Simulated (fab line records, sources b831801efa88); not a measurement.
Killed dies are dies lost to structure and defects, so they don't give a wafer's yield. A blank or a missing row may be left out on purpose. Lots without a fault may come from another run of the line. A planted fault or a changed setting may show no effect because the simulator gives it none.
Which tool did it? | flow gf180mcu | 12 lots, 36 wafers sampled, at 5 steps of a route of 602

WHAT THE GAUGES READ, wafer by wafer
GF_V2_RS_MEAS_24: measures by four-point-probe. Usual: V2_W_RS 0.325 ohm/sq, standard deviation 0.0037.
lot  | measured     | on            | V2_W_RS (ohm/sq)  | flag
L604 | day 20 13:46 | film_metro-03 | 0.319 0.325 0.323 |
L606 | day 21 03:59 | film_metro-03 | 0.333 0.325 0.329 |
L607 | day 21 04:17 | film_metro-03 | 0.322 0.321 0.323 |
L609 | day 22 11:10 | film_metro-03 | 0.325 0.322 0.326 |
L612 | day 23 22:21 | film_metro-03 | 0.327 0.328 0.332 |
L613 | day 24 01:29 | film_metro-02 | 0.327 0.324 0.324 |
L615 | day 24 18:50 | film_metro-02 | 0.330 0.324 0.334 |
L620 | day 26 01:26 | film_metro-04 | 0.321 0.321 0.326 |
L622 | day 26 11:56 | film_metro-04 | 0.329 0.327 0.324 |
L623 | day 26 13:35 | film_metro-02 | 0.331 0.327 0.330 |
L626 | day 27 14:44 | film_metro-04 | 0.327 0.327 0.325 |
L627 | day 27 20:25 | film_metro-04 | 0.326 0.324 0.329 |

GF_V2_THK_MEAS_25: measures by xrf. Usual: V2_W_THK 369 nm, standard deviation 7.2.
lot  | measured     | on            | V2_W_THK (nm) | flag
L604 | day 20 13:52 | film_metro-03 | 380 374 375   |
L606 | day 21 04:06 | film_metro-03 | 363 371 366   |
L607 | day 21 04:24 | film_metro-03 | 373 377 371   |
L609 | day 22 11:17 | film_metro-03 | 377 378 374   |
L612 | day 23 22:28 | film_metro-03 | 370 369 367   |
L613 | day 24 01:36 | film_metro-02 | 365 364 365   |
L615 | day 24 18:58 | film_metro-02 | 358 368 352   |
L620 | day 26 01:34 | film_metro-04 | 369 368 366   |
L622 | day 26 12:03 | film_metro-04 | 359 361 361   |
L623 | day 26 13:43 | film_metro-02 | 357 360 359   |
L626 | day 27 14:50 | film_metro-04 | 365 366 365   |
L627 | day 27 20:32 | film_metro-04 | 365 368 361   |

GF_M3_CD_MEAS_14: target cd 280 nm. Usual: cd_nm 280.2 nm, standard deviation 1.3.
lot  | measured     | on        | cd_nm (nm)        | flag
L604 | day 21 15:03 | cd_sem-01 | 279.1 278.8 279.3 |
L606 | day 22 04:25 | cd_sem-02 | 279.7 278.2 280.5 |
L607 | day 22 04:46 | cd_sem-01 | 279.2 278.9 278.9 |
L609 | day 23 11:22 | cd_sem-01 | 281.0 279.9 281.4 |
L612 | day 24 20:20 | cd_sem-01 | 279.2 278.5 280.0 |
L613 | day 25 00:01 | cd_sem-01 | 282.7 282.6 281.4 |
L615 | day 25 16:43 | cd_sem-02 | 280.5 279.9 279.2 |
L620 | day 26 21:40 | cd_sem-01 | 280.5 280.4 280.7 |
L622 | day 27 09:04 | cd_sem-02 | 279.1 277.4 278.6 |
L623 | day 27 10:40 | cd_sem-01 | 282.9 282.3 282.5 |
L626 | day 28 10:40 | cd_sem-01 | 278.6 278.3 277.7 |
L627 | day 28 16:46 | cd_sem-01 | 281.0 280.8 281.3 |

GF_V3_THK_MEAS_03. Usual: V3_CVD_02_THK 850 nm, standard deviation 11.
lot  | measured     | on            | V3_CVD_02_THK (nm)      | flag
L604 | day 21 16:02 | film_metro-03 | 835 859 853             |
L606 | day 22 05:25 | film_metro-03 | 848 852 871             |
L607 | day 22 05:49 | film_metro-01 | 843 842 836             |
L609 | day 23 12:22 | film_metro-03 | 839 841 842             |
L612 | day 24 21:20 | film_metro-03 | 839 863 866             |
L613 | day 25 01:01 | film_metro-01 | 846 852 849             |
L615 | day 25 17:43 | film_metro-03 | 853 850 862             |
L620 | day 26 22:40 | film_metro-01 | 902 893 911 902 891 912 | OFF
L622 | day 27 10:24 | film_metro-01 | 904 918 917 904 917 915 | OFF
L623 | day 27 12:05 | film_metro-03 | 853 859 883             |
L626 | day 28 12:04 | film_metro-01 | 842 851 858             |
L627 | day 28 18:07 | film_metro-03 | 846 842 864             |

WHICH TOOL RAN EACH LOT (tool, then ch and the chambers of the sampled wafers, then the start)
lot  | GF_V3_CVD_02
L604 | pecvd-03 ch 1,2, day 21 15:57
L606 | pecvd-01 ch 0,1, day 22 05:21
L607 | pecvd-03 ch 0,1,2, day 22 05:44
L609 | pecvd-03 ch 0,1,2, day 23 12:17
L612 | pecvd-01 ch 0,1,2, day 24 21:15
L613 | pecvd-01 ch 0,1,2, day 25 00:57
L615 | pecvd-02 ch 0,1,2, day 25 17:39
L620 | pecvd-01 ch 0,2, day 26 22:35
L622 | pecvd-01 ch 1,2, day 27 10:19
L623 | pecvd-03 ch 0,1,2, day 27 12:01
L626 | pecvd-03 ch 1,2, day 28 11:59
L627 | pecvd-02 ch 0,1,2, day 28 18:02
- GF_V3_CVD_02: deposits SiO2 from TEOS, target thk 850 nm, time 94.851 s.

WHAT THE TOOLS THEMSELVES READ (means of the sampled wafers that have a number; where no wafer has one, the mark that the record gives instead)
GF_V3_CVD_02. Usual: heater_power_w 685 W, standard deviation 160.
lot  | tool     | heater_power_w (W) | flag
L604 | pecvd-03 | 660                |
L606 | pecvd-01 | 814                |
L607 | pecvd-03 | 613                |
L609 | pecvd-03 | 651                |
L612 | pecvd-01 | 754                |
L613 | pecvd-01 | 749                |
L615 | pecvd-02 | 613                |
L620 | pecvd-01 | 754                |
L622 | pecvd-01 | 731                |
L623 | pecvd-03 | 633                |
L626 | pecvd-03 | 575                |
L627 | pecvd-02 | 648                |

THE ANSWER, worked out from the rows above alone
Rule: a lot is off if the mean of its wafers that have a number lies more than 3 standard deviations from the usual mean. A lot without any number at a reading at which 4 lots or more have one is off too. The other lots that the step has rows for count as sound. The gauges are gone through in route order, then the tools' own readings, and for those a lot's mean is taken as printed above. The first step at which some lot is off is used, and at that step the reading that is off furthest; a lot without a number counts as furthest.
Off: L620, L622, at GF_V3_THK_MEAS_03 (V3_CVD_02_THK).
A tool fits if, at a process step before that reading, it ran every lot that is off, and no sound lot after the first of them. The gauges at GF_V3_THK_MEAS_03 are tried like those tools. One fits: pecvd-01 at GF_V3_CVD_02. Its last sound lot is L613 (day 25 00:57), its first lot that is off L620 (day 26 22:35): a fault that began between those two fits.

WHAT THE SIMULATOR HAD PUT IN
Process parameter drift: pecvd-01, from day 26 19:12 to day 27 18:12, at GF_V3_CVD_02. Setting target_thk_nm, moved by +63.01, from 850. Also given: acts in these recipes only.
Lots struck among those shown: L620, L622. The rule above found the same.
